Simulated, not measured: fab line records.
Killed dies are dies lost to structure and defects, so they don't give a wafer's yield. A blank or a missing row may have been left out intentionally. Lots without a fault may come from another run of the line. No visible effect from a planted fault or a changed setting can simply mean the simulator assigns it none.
The tool behind it: which one? -- flow sfq-line -- at 1 step of a route of 325, 14 lots with 42 wafers sampled

## WHAT EACH GAUGE READ, for each wafer
The record lacks any reading of a measuring or inspecting step that a usual standard deviation could be used to judge.

## EACH LOT AND THE TOOL THAT RAN IT (in order: tool; ch and the chambers of the sampled wafers; start)
lot,SFQ_TRILAYER_I0_VIA_ETCH_VIA_ETCH_034
L475,"rie-diel-02 ch 1,2, day 12 17:35"
L476,"rie-diel-02 ch 1,2, day 13 00:47"
L477,"rie-diel-04 ch 0,1,3, day 13 08:25"
L478,"rie-diel-02 ch 0,1,2, day 13 13:11"
L479,"rie-diel-04 ch 2,3, day 13 20:23"
L480,"rie-diel-02 ch 0,3, day 14 09:14"
L486,"rie-diel-01 ch 0,3, day 17 13:52"
L487,"rie-diel-01 ch 0,1,3, day 17 17:28"
L490,"rie-diel-02 ch 0,1, day 18 10:16"
L492,"rie-diel-02 ch 0,1, day 18 23:28"
L493,"rie-diel-04 ch 1,2,3, day 19 10:16"
L494,"rie-diel-01 ch 1,2,3, day 19 18:40"
L495,"rie-diel-04 ch 1,2,3, day 19 23:28"
L497,"rie-diel-04 ch 1,2,3, day 20 18:40"
- SFQ_TRILAYER_I0_VIA_ETCH_VIA_ETCH_034: etches SiO2 in CHF3, stops on Nb, target depth 260 nm.

## AS READ BY THE TOOLS THEMSELVES (means over the sampled wafers that have a number; for cases with no such wafer, the mark the record gives instead)
SFQ_TRILAYER_I0_VIA_ETCH_VIA_ETCH_034.
lot,tool,drypump-motor-current-A (A),oes-product-au (a.u.),rf-fwd-power-W (W)
L475,rie-diel-02,5.73,0.858,498.5
L476,rie-diel-02,5.74,0.857,497.7
L477,rie-diel-04,5.81,0.854,498.4
L478,rie-diel-02,5.63,0.865,417.9
L479,rie-diel-04,5.94,0.851,499.3
L480,rie-diel-02,6.14,0.853,417.9
L486,rie-diel-01,5.92,0.854,497.5
L487,rie-diel-01,5.77,0.860,497.4
L490,rie-diel-02,5.82,0.853,497.5
L492,rie-diel-02,5.82,0.854,498.0
L493,rie-diel-04,5.99,0.851,499.6
L494,rie-diel-01,5.61,0.856,497.0
L495,rie-diel-04,5.99,0.856,498.7
L497,rie-diel-04,6.00,0.853,500.3

## THE ANSWER, worked out from the rows above alone
Rule: what is usual is taken from the lots themselves. The widest of any qualifying gaps counts: lots, ordered by their means at a reading, are off when they make up no more than a third of the lots, leave a main group of 4 or more, and stand apart from it by 3 or more times the standard deviation of that group's means. A main group whose means are all the same, to the digits that the tables above print for the reading, isn't used. Also off: a lot with no number at a reading for which 4 or more lots have one. All remaining lots with rows at the step are treated as sound. After the gauges, taken in route order, come the tools' own readings; for these a lot's mean is taken, as printed above. The first step at which some lot is off is used, and at that step the reading that is off furthest; a lot without a number counts as furthest.
Off: L478, L480 (SFQ_TRILAYER_I0_VIA_ETCH_VIA_ETCH_034, rf-fwd-power-W). For the main group the mean is 498.3 W and the standard deviation 0.96.
If a tool, at that step or one of the process steps before it, ran each lot that is off and ran no sound lot following the first of them, it fits. No candidate that was tried fits.

## WHAT THE SIMULATOR HAD PUT IN
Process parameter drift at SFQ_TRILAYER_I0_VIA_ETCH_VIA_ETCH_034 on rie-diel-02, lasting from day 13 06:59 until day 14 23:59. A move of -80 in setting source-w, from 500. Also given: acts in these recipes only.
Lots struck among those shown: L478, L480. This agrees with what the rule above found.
